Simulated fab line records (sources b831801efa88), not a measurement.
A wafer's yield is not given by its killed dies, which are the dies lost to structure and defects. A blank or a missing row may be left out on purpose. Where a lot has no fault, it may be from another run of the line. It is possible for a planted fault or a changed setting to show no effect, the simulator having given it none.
Tool commonality check | flow sky130 | Sampled: 8 lots, 24 wafers

## WHY IT WAS OPENED
SKY_DNWELL_TW_MEAS_09, reading DNWELL_TW: flagged on 4 of 8 lots. Wafers without a fault read 1111, standard deviation 12.
Rule: flag the lot when none of its wafers has a number, or when each of its wafers that has one lies beyond 4 standard deviations from that mean. The other lots count as sound.

lot  | measured    | on           | DNWELL_TW, wafer by wafer | flag
L211 | day 3 16:34 | filmMetro-03 | 1111 1111 1107            | 
L212 | day 4 00:20 | filmMetro-01 | 1125 1125 1122            | 
L213 | day 4 00:29 | filmMetro-02 | 1107 1104 1102            | 
L214 | day 4 04:39 | filmMetro-02 | 1094 1103 1095            | 
L215 | day 4 05:23 | filmMetro-02 | 1993 2006 2001            | FLAGGED
L216 | day 4 10:46 | filmMetro-03 | 2003 2010 2013            | FLAGGED
L217 | day 4 14:46 | filmMetro-01 | 2052 2042 2026            | FLAGGED
L218 | day 5 00:20 | filmMetro-01 | 2032 2031 2029            | FLAGGED
On average the flagged lots' numbers are 2020, which is +909 against the usual, or +76 standard deviations.

## WHICH TOOL EACH LOT WENT THROUGH
The record keeps 1 process step preceding the reading, out of 708 steps on the route. In each cell: the tool, then ch and the chambers that the sampled wafers went through, then the start.
lot  | flag    | SKY_DNWELL_IMPLANT_07
L211 |         | implanter-04 ch 0, day 3 16:20
L212 |         | implanter-04 ch 0, day 4 00:05
L213 |         | implanter-04 ch 0, day 4 00:14
L214 |         | implanter-03 ch 0, day 4 04:25
L215 | FLAGGED | implanter-01 ch 0, day 4 05:08
L216 | FLAGGED | implanter-03 ch 0, day 4 10:34
L217 | FLAGGED | implanter-04 ch 0, day 4 14:32
L218 | FLAGGED | implanter-03 ch 0, day 5 00:05
These steps, and what they do:
- SKY_DNWELL_IMPLANT_07
- SKY_DNWELL_TW_MEAS_09

## FLAGGED AGAINST TOTAL, ONE TOOL AT A TIME (gauges that did the reading follow at the end)
step                  | tool         | lots run | flagged | share of the flagged lots | sound lots run after its first flagged lot
SKY_DNWELL_IMPLANT_07 | implanter-01 | 1        | 1       | some                      | 0
SKY_DNWELL_IMPLANT_07 | implanter-03 | 3        | 2       | some                      | 0
SKY_DNWELL_IMPLANT_07 | implanter-04 | 4        | 1       | some                      | 0
SKY_DNWELL_TW_MEAS_09 | filmMetro-01 | 3        | 2       | some                      | 0
SKY_DNWELL_TW_MEAS_09 | filmMetro-02 | 3        | 1       | some                      | 0
SKY_DNWELL_TW_MEAS_09 | filmMetro-03 | 2        | 1       | some                      | 0

## THE TABLE: WHAT IT ALLOWS
No row of the table ran every flagged lot.

## WHAT THE SIMULATOR HAD INSERTED
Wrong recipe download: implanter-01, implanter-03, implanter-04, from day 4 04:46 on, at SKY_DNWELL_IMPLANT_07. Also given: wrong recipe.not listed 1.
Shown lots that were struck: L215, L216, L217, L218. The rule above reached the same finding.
